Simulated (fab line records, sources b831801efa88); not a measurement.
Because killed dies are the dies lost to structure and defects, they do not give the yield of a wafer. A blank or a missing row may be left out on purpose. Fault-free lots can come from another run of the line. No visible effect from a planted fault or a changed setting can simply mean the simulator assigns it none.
Code-filled problem report in 8D (eight disciplines) form || flow sky130 || the parts of the form that need people (team, actions taken, sign-off) are left out

1. THE PROBLEM
VT_ADJUST_LVTN_2_TW at SKY_VT_ADJUST_LVTN_TW_MEAS_21 reads a mean of 200.9 on 3 wafers of 3 lots; wafers without a fault read 189.1 with a standard deviation of 1.9. Relative to the usual mean, that is a shift of +6.2 standard deviations.
Seen first at day 9 00:16 on film metro-01, wafer L948.3. At this step, 41 wafers from 14 lots have a number in the record. Rule for "out", or "out of limits": more than 4 standard deviations from the usual mean. The other wafers with a number count as sound.

2. WHAT IT IS AND WHAT IT IS NOT
{"question": "which readings at this step", "is": "VT_ADJUST_LVTN_2_TW", "is not": "-"}
{"question": "which lots", "is": "L948, L949, L950", "is not": "L943, L944, L945, L947, L959, L961, L962, L963, L964, L965, L966"}
{"question": "which wafers of those lots", "is": "L948.3, L949.3, L950.2", "is not": "L948.1, L948.5, L949.5, L950.1, L950.4"}
{"question": "read on which gauges", "is": "film metro-01, film metro-02", "is not": "film metro-03"}
{"question": "when", "is": "from day 9 00:16", "is not": "up to then (14 sound wafers); but 24 sound wafers of L949, L950, L959, L961, L962, L963, L964, L965, L966 came after"}

3. THE SUSPECTS, EACH WITH WHAT RULES IT OUT
Counting: any tool at a process step up to the reading remains a suspect provided it ran every lot that is out. Sound lots after the first of them don't rule it out here, since some wafers of a struck lot are sound.
- ruled out: the gauge at SKY_VT_ADJUST_LVTN_TW_MEAS_21. The wafers that are out were read on 2 gauges (film metro-01, film metro-02).
- implanter-02 at SKY_VT_ADJUST_LVTN_IMPLANT_19: kept. Ran every lot that is out, first one L948 (day 9 00:01); last sound lot up to then L947 (day 8 21:49). On those wafers its own readings are out: beam on s, faraday current uA.
After counting, what remains is implanter-02 at SKY_VT_ADJUST_LVTN_IMPLANT_19.

4. THE CAUSE (what the simulator had put in)
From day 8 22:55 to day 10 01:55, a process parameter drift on implanter-02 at SKY_VT_ADJUST_LVTN_IMPLANT_19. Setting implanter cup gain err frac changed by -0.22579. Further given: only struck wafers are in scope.
Counting left only this tool.

5. THE EFFECT CHAIN, in route order
Each row: a reading whose mean over the struck wafers that have a number lies more than 3 standard deviations from the usual. Only readings whose record carries a usual standard deviation are examined. hours: median over the lots of the time between each lot's start at the first step of this table that gives one and its start at this step. sigmas: the change, counted in usual standard deviations.
{"hours": 0, "step": "SKY_VT_ADJUST_LVTN_IMPLANT_19", "reading": "beam on s", "usual": "10.03 s", "on struck wafers": 12.83, "change": "+2.80", "sigmas": "+14"}
{"hours": 0, "step": "SKY_VT_ADJUST_LVTN_IMPLANT_19", "reading": "faraday current uA", "usual": 3.66, "on struck wafers": 2.86, "change": -0.80, "sigmas": -11}
{"hours": 0, "step": "SKY_VT_ADJUST_LVTN_TW_MEAS_21", "reading": "VT_ADJUST_LVTN_2_TW", "usual": 189.1, "on struck wafers": 200.9, "change": "+11.8", "sigmas": "+6.2"}
Its process steps:
- SKY_VT_ADJUST_LVTN_IMPLANT_19

6. HOW IT WOULD HAVE BEEN CAUGHT EARLIER
In this record the first reading out of limits at a measuring or inspecting step was taken at day 9 00:16, 1 hour after the fault began at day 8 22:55.
At SKY_VT_ADJUST_LVTN_IMPLANT_19, the tool's own readings (beam on s, faraday current uA) were out on each struck wafer the step has a row for, so an alarm limit on them would have fired on the first such wafer.
Of the lots that are out (3), L949, L950 began SKY_VT_ADJUST_LVTN_IMPLANT_19 on implanter-02 after day 9 00:16. A hold on the tool at that time would have spared those 2.
